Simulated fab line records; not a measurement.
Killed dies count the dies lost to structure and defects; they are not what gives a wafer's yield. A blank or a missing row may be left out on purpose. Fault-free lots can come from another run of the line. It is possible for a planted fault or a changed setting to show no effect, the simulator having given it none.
Which tool did it? / flow gf180mcu / 12 lots with 36 wafers sampled at 6 steps, on a route of 602 steps

## WHAT THE GAUGES READ, wafer by wafer
GF_STI_THK_MEAS_22.
lot=L210; measured=day 2 03:39; on=filmMetro-01; STI_OXIDATION_01_THK (nm)=15.10 14.90 14.65
lot=L214; measured=day 3 00:55; on=filmMetro-01; STI_OXIDATION_01_THK (nm)=15.31 15.29 15.26
lot=L216; measured=day 3 09:25; on=filmMetro-02; STI_OXIDATION_01_THK (nm)=15.06 14.95 15.02
lot=L217; measured=day 3 18:12; on=filmMetro-04; STI_OXIDATION_01_THK (nm)=15.19 15.44 15.23
lot=L218; measured=day 3 20:10; on=filmMetro-01; STI_OXIDATION_01_THK (nm)=15.06 15.05 14.98
lot=L220; measured=day 4 08:02; on=filmMetro-01; STI_OXIDATION_01_THK (nm)=15.54 15.39 15.49
lot=L223; measured=day 4 22:11; on=filmMetro-04; STI_OXIDATION_01_THK (nm)=14.76 14.66 14.65
lot=L226; measured=day 5 13:16; on=filmMetro-01; STI_OXIDATION_01_THK (nm)=15.06 14.88 15.22
lot=L229; measured=day 6 05:17; on=filmMetro-04; STI_OXIDATION_01_THK (nm)=15.18 15.10 15.04
lot=L231; measured=day 6 14:55; on=filmMetro-04; STI_OXIDATION_01_THK (nm)=15.11 15.16 15.03
lot=L232; measured=day 6 20:41; on=filmMetro-04; STI_OXIDATION_01_THK (nm)=15.04 15.30 14.97
lot=L233; measured=day 7 02:08; on=filmMetro-04; STI_OXIDATION_01_THK (nm)=15.13 15.39 15.18

GF_MVPSD_OVL_MEAS_07.
lot=L210; measured=day 4 22:43; on=overlay-02; MVPSD_OVL (nm)=0.1 -0.3 1.0
lot=L214; measured=day 6 02:07; on=overlay-01; MVPSD_OVL (nm)=-0.7 -0.6 -0.1
lot=L216; measured=day 6 10:52; on=overlay-02; MVPSD_OVL (nm)=-0.4 -0.6 -0.7
lot=L217; measured=day 6 21:13; on=overlay-01; MVPSD_OVL (nm)=0.4 -0.8 0.5
lot=L218; measured=day 6 23:07; on=overlay-02; MVPSD_OVL (nm)=-1.3 0.6 0.6
lot=L220; measured=day 7 15:13; on=overlay-01; MVPSD_OVL (nm)=-1.1 -1.8 -1.9
lot=L223; measured=day 8 06:53; on=overlay-01; MVPSD_OVL (nm)=-5.2 -4.6 -3.4
lot=L226; measured=day 8 23:46; on=overlay-02; MVPSD_OVL (nm)=-2.2 -0.9 -1.5
lot=L229; measured=day 9 19:13; on=overlay-02; MVPSD_OVL (nm)=-4.2 -2.2 -2.1
lot=L231; measured=day 10 05:43; on=overlay-01; MVPSD_OVL (nm)=1.8 1.2 -0.4
lot=L232; measured=day 10 12:17; on=overlay-01; MVPSD_OVL (nm)=-0.6 -0.5 -0.2
lot=L233; measured=day 10 19:28; on=overlay-02; MVPSD_OVL (nm)=1.2 0.5 0.7

GF_MVPSD_TW_MEAS_11.
lot=L210; measured=day 4 23:10; on=filmMetro-02; MVPSD_TW=550.2 549.4 549.0
lot=L214; measured=day 6 02:33; on=filmMetro-03; MVPSD_TW=557.5 557.9 554.4
lot=L216; measured=day 6 11:18; on=filmMetro-03; MVPSD_TW=561.4 556.8 556.4
lot=L217; measured=day 6 21:39; on=filmMetro-02; MVPSD_TW=553.4 552.6 552.2
lot=L218; measured=day 6 23:33; on=filmMetro-03; MVPSD_TW=559.0 556.4 556.6
lot=L220; measured=day 7 16:08; on=filmMetro-01; MVPSD_TW=676.8 671.4 673.3
lot=L223; measured=day 8 07:19; on=filmMetro-02; MVPSD_TW=550.9 552.5 554.3
lot=L226; measured=day 9 00:32; on=filmMetro-03; MVPSD_TW=676.1 678.7 679.3
lot=L229; measured=day 9 20:39; on=filmMetro-03; MVPSD_TW=673.7 672.8 674.8
lot=L231; measured=day 10 06:09; on=filmMetro-03; MVPSD_TW=556.9 556.0 555.5
lot=L232; measured=day 10 12:43; on=filmMetro-03; MVPSD_TW=556.1 556.8 556.6
lot=L233; measured=day 10 19:54; on=filmMetro-03; MVPSD_TW=557.3 557.1 556.9

GF_VT_IMPLANT_RS_MEAS_49: measures by four-point-probe.
lot=L210; measured=day 7 12:29; on=filmMetro-01; MVPSD_RS (ohm/sq)=1178 1178 1179
lot=L214; measured=day 8 19:40; on=filmMetro-02; MVPSD_RS (ohm/sq)=1180 1179 1183
lot=L216; measured=day 9 05:19; on=filmMetro-03; MVPSD_RS (ohm/sq)=1178 1177 1178
lot=L217; measured=day 9 17:20; on=filmMetro-03; MVPSD_RS (ohm/sq)=1180 1180 1179
lot=L218; measured=day 9 18:46; on=filmMetro-02; MVPSD_RS (ohm/sq)=1181 1181 1182
lot=L220; measured=day 10 12:48; on=filmMetro-01; MVPSD_RS (ohm/sq)=832 828 827
lot=L223; measured=day 11 06:28; on=filmMetro-01; MVPSD_RS (ohm/sq)=1176 1177 1174
lot=L226; measured=day 11 23:26; on=filmMetro-02; MVPSD_RS (ohm/sq)=828 829 828
lot=L229; measured=day 12 21:03; on=filmMetro-01; MVPSD_RS (ohm/sq)=829 830 830
lot=L231; measured=day 13 10:25; on=filmMetro-03; MVPSD_RS (ohm/sq)=1179 1180 1180
lot=L232; measured=day 13 16:29; on=filmMetro-01; MVPSD_RS (ohm/sq)=1174 1173 1174
lot=L233; measured=day 14 01:40; on=filmMetro-03; MVPSD_RS (ohm/sq)=1179 1181 1182

## WHAT TOOL EACH LOT RAN ON (gives the tool, then ch and the chambers of the sampled wafers, and finally the start)
lot=L210; GF_MVSD_STRIP_10=plasmaAsher-03 ch 0,1, day 4 09:04; GF_MVPSD_IMPLANT_08=implanter-03 ch 0, day 4 22:47
lot=L214; GF_MVSD_STRIP_10=plasmaAsher-01 ch 0,1, day 5 11:09; GF_MVPSD_IMPLANT_08=implanter-02 ch 0, day 6 02:09
lot=L216; GF_MVSD_STRIP_10=plasmaAsher-04 ch 0,1, day 5 20:03; GF_MVPSD_IMPLANT_08=implanter-02 ch 0, day 6 10:54
lot=L217; GF_MVSD_STRIP_10=plasmaAsher-03 ch 0,1, day 6 05:58; GF_MVPSD_IMPLANT_08=implanter-04 ch 0, day 6 21:15
lot=L218; GF_MVSD_STRIP_10=plasmaAsher-01 ch 0,1, day 6 07:34; GF_MVPSD_IMPLANT_08=implanter-02 ch 0, day 6 23:09
lot=L220; GF_MVSD_STRIP_10=plasmaAsher-04 ch 1, day 6 23:16; GF_MVPSD_IMPLANT_08=implanter-03 ch 0, day 7 15:16
lot=L223; GF_MVSD_STRIP_10=plasmaAsher-03 ch 0,1, day 7 15:14; GF_MVPSD_IMPLANT_08=implanter-04 ch 0, day 8 06:57
lot=L226; GF_MVSD_STRIP_10=plasmaAsher-01 ch 0,1, day 8 07:06; GF_MVPSD_IMPLANT_08=implanter-03 ch 0, day 8 23:48
lot=L229; GF_MVSD_STRIP_10=plasmaAsher-03 ch 0,1, day 9 01:29; GF_MVPSD_IMPLANT_08=implanter-04 ch 0, day 9 19:17
lot=L231; GF_MVSD_STRIP_10=plasmaAsher-04 ch 0,1, day 9 12:42; GF_MVPSD_IMPLANT_08=implanter-02 ch 0, day 10 05:45
lot=L232; GF_MVSD_STRIP_10=plasmaAsher-03 ch 0,1, day 9 18:45; GF_MVPSD_IMPLANT_08=implanter-03 ch 0, day 10 12:20
lot=L233; GF_MVSD_STRIP_10=plasmaAsher-01 ch 0,1, day 10 01:24; GF_MVPSD_IMPLANT_08=implanter-03 ch 0, day 10 19:30
- GF_MVSD_STRIP_10: strips in O2/N2.
- GF_MVPSD_IMPLANT_08

## AS READ BY THE TOOLS THEMSELVES (means over the sampled wafers that have a number; for cases with no such wafer, the mark the record gives instead)
GF_MVSD_STRIP_10.
lot=L210; tool=plasmaAsher-03; drypumpMotorCurrentA (A)=5.6; heaterPowerW (W)=355; oesProductAu (a.u.)=0.726; stripTimeToEndpointS (s)=36.87
lot=L214; tool=plasmaAsher-01; drypumpMotorCurrentA (A)=5.5; heaterPowerW (W)=322; oesProductAu (a.u.)=0.724; stripTimeToEndpointS (s)=36.95
lot=L216; tool=plasmaAsher-04; drypumpMotorCurrentA (A)=6.1; heaterPowerW (W)=370; oesProductAu (a.u.)=0.722; stripTimeToEndpointS (s)=36.90
lot=L217; tool=plasmaAsher-03; drypumpMotorCurrentA (A)=5.6; heaterPowerW (W)=354; oesProductAu (a.u.)=0.720; stripTimeToEndpointS (s)=36.74
lot=L218; tool=plasmaAsher-01; drypumpMotorCurrentA (A)=5.4; heaterPowerW (W)=326; oesProductAu (a.u.)=0.721; stripTimeToEndpointS (s)=36.87
lot=L220; tool=plasmaAsher-04; drypumpMotorCurrentA (A)=6.2; heaterPowerW (W)=383; oesProductAu (a.u.)=0.723; stripTimeToEndpointS (s)=37.04
lot=L223; tool=plasmaAsher-03; drypumpMotorCurrentA (A)=5.6; heaterPowerW (W)=353; oesProductAu (a.u.)=0.722; stripTimeToEndpointS (s)=36.96
lot=L226; tool=plasmaAsher-01; drypumpMotorCurrentA (A)=5.5; heaterPowerW (W)=326; oesProductAu (a.u.)=0.719; stripTimeToEndpointS (s)=36.68
lot=L229; tool=plasmaAsher-03; drypumpMotorCurrentA (A)=5.4; heaterPowerW (W)=332; oesProductAu (a.u.)=0.725; stripTimeToEndpointS (s)=36.85
lot=L231; tool=plasmaAsher-04; drypumpMotorCurrentA (A)=6.1; heaterPowerW (W)=363; oesProductAu (a.u.)=0.721; stripTimeToEndpointS (s)=36.92
lot=L232; tool=plasmaAsher-03; drypumpMotorCurrentA (A)=5.4; heaterPowerW (W)=333; oesProductAu (a.u.)=0.719; stripTimeToEndpointS (s)=37.06
lot=L233; tool=plasmaAsher-01; drypumpMotorCurrentA (A)=5.3; heaterPowerW (W)=312; oesProductAu (a.u.)=0.719; stripTimeToEndpointS (s)=36.83

GF_MVPSD_IMPLANT_08.
lot=L210; tool=implanter-03; doseIonsCm2=1.4800e+13; endStationPressureTorr (Torr)=5.02e-06
lot=L214; tool=implanter-02; doseIonsCm2=1.4774e+13; endStationPressureTorr (Torr)=5.30e-06
lot=L216; tool=implanter-02; doseIonsCm2=1.4767e+13; endStationPressureTorr (Torr)=5.01e-06
lot=L217; tool=implanter-04; doseIonsCm2=1.4770e+13; endStationPressureTorr (Torr)=4.98e-06
lot=L218; tool=implanter-02; doseIonsCm2=1.4774e+13; endStationPressureTorr (Torr)=4.86e-06
lot=L220; tool=implanter-03; doseIonsCm2=1.4766e+13; endStationPressureTorr (Torr)=4.97e-06
lot=L223; tool=implanter-04; doseIonsCm2=1.4749e+13; endStationPressureTorr (Torr)=5.11e-06
lot=L226; tool=implanter-03; doseIonsCm2=1.4776e+13; endStationPressureTorr (Torr)=4.96e-06
lot=L229; tool=implanter-04; doseIonsCm2=1.4768e+13; endStationPressureTorr (Torr)=4.92e-06
lot=L231; tool=implanter-02; doseIonsCm2=1.4755e+13; endStationPressureTorr (Torr)=5.12e-06
lot=L232; tool=implanter-03; doseIonsCm2=1.4779e+13; endStationPressureTorr (Torr)=5.14e-06
lot=L233; tool=implanter-03; doseIonsCm2=1.4779e+13; endStationPressureTorr (Torr)=4.87e-06

## THE ANSWER, worked out from the rows above alone
Rule: usual is defined by the lots themselves. Put in order of their means at a reading, lots are off if they are a third of the lots or fewer, leave a main group of 4 or more, and stand apart from it by a gap of 3 or more times the standard deviation of the main group's means; of several such gaps the widest counts. The tables above print the reading to a certain number of digits; a main group whose means all agree to those digits is not used. Also off: a lot with no number at a reading for which 4 or more lots have one. Any other lot the step has rows for is counted as sound. First the gauges in route order, then the tools' own readings, where a lot's mean is used as printed above. The first step at which some lot is off is used, and at that step the reading that is off furthest; a lot without a number counts as furthest.
Off: L220, L226, L229, at GF_MVPSD_TW_MEAS_11 (MVPSD_TW). For the main group the mean is 555.2 and the standard deviation 2.7.
If a tool, at a process step before that reading, ran all the lots that are off and no sound lot after the first of them, it fits. Gauges at GF_MVPSD_TW_MEAS_11: tried the same way as those tools. None of those tried fits.

## WHAT THE SIMULATOR HAD INSERTED
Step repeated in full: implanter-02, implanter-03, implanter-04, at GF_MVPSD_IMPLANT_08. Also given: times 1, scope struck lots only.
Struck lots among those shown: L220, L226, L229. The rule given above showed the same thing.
